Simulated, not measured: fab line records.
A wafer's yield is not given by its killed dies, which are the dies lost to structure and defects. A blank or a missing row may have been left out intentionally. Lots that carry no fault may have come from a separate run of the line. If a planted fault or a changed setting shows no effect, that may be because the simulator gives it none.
2 desks, one fault || flow gf180mcu || every desk sees just its own numbers, and what lay behind them comes last

THE METROLOGY DESK
Means of the sampled wafers that have a number, per lot and without regard to the tool the lot ran on: this is what the gauges read. Marked OUT: a lot whose mean sits more than 4 standard deviations from the usual mean, which makes it out of limits; the brackets give that distance.
Columns: A = V4_W_RS at GF_V4_RS_MEAS_24, usual 0.327 ohm/sq; B = V4_W_THK at GF_V4_THK_MEAS_25, usual 338 nm; C = MIM_CVD_05_THK at GF_MIM_THK_MEAS_06, usual 42.2 nm; D = MIM_ALCU_RS at GF_MIM_RS_MEAS_10, usual 0.1608 ohm/sq; E = MIM_ALCU_THK at GF_MIM_THK_MEAS_11, usual 202 nm; F = cd nm at GF_M5_CD_MEAS_07, usual 279.4 nm; G = M5_OVL at GF_M5_OVL_MEAS_08, usual 0 nm
{"lot": "L563", "first seen here": "day 26 05:39", "A": 0.321, "B": 337, "C": 42.0, "D": 0.1600, "E": 204, "F": 278.9, "G": -11}
{"lot": "L565", "first seen here": "day 27 00:34", "A": 0.326, "B": 339, "C": 42.1, "D": 0.1604, "E": 202, "F": 278.4, "G": 5}
{"lot": "L571", "first seen here": "day 28 20:59", "A": 0.330, "B": 337, "C": 42.5, "D": 0.1585, "E": 205, "F": 281.2, "G": 6}
{"lot": "L572", "first seen here": "day 29 02:39", "A": 0.329, "B": 335, "C": 42.0, "D": 0.1619, "E": 201, "F": 279.6, "G": -2}
{"lot": "L578", "first seen here": "day 30 20:43", "A": 0.326, "B": 341, "C": 41.9, "D": 0.1606, "E": 203, "F": 279.4, "G": -2}
{"lot": "L581", "first seen here": "day 31 07:14", "A": 0.328, "B": 333, "C": 42.8, "D": 0.1596, "E": 203, "F": 278.2, "G": -4}
This desk found nothing out of limits on any of the 6 lots.

THE TOOL OWNER'S DESK: pecvd-01
The tool's own readings at GF_MIM_CVD_05 (deposits Si3N4, target thk 42 nm, time 29.086 s): means of the sampled wafers that have a number, for each lot that ran on this tool. Marked OUT: a lot whose mean sits more than 4 standard deviations from the usual mean, which makes it out of limits; the brackets give that distance.
Columns: A = heater power w at GF_MIM_CVD_05, usual 650 W
{"lot": "L565", "first seen here": "day 27 01:16", "A": 568}
{"lot": "L571", "first seen here": "day 28 21:40", "A": 645}
{"lot": "L572", "first seen here": "day 29 03:19", "A": 731}
This desk found nothing out of limits on any of the 3 lots.

BROUGHT TOGETHER
The metrology desk saw nothing out of limits.
The desk of the tool owner found nothing out of limits.

WHAT THE SIMULATOR PUT IN
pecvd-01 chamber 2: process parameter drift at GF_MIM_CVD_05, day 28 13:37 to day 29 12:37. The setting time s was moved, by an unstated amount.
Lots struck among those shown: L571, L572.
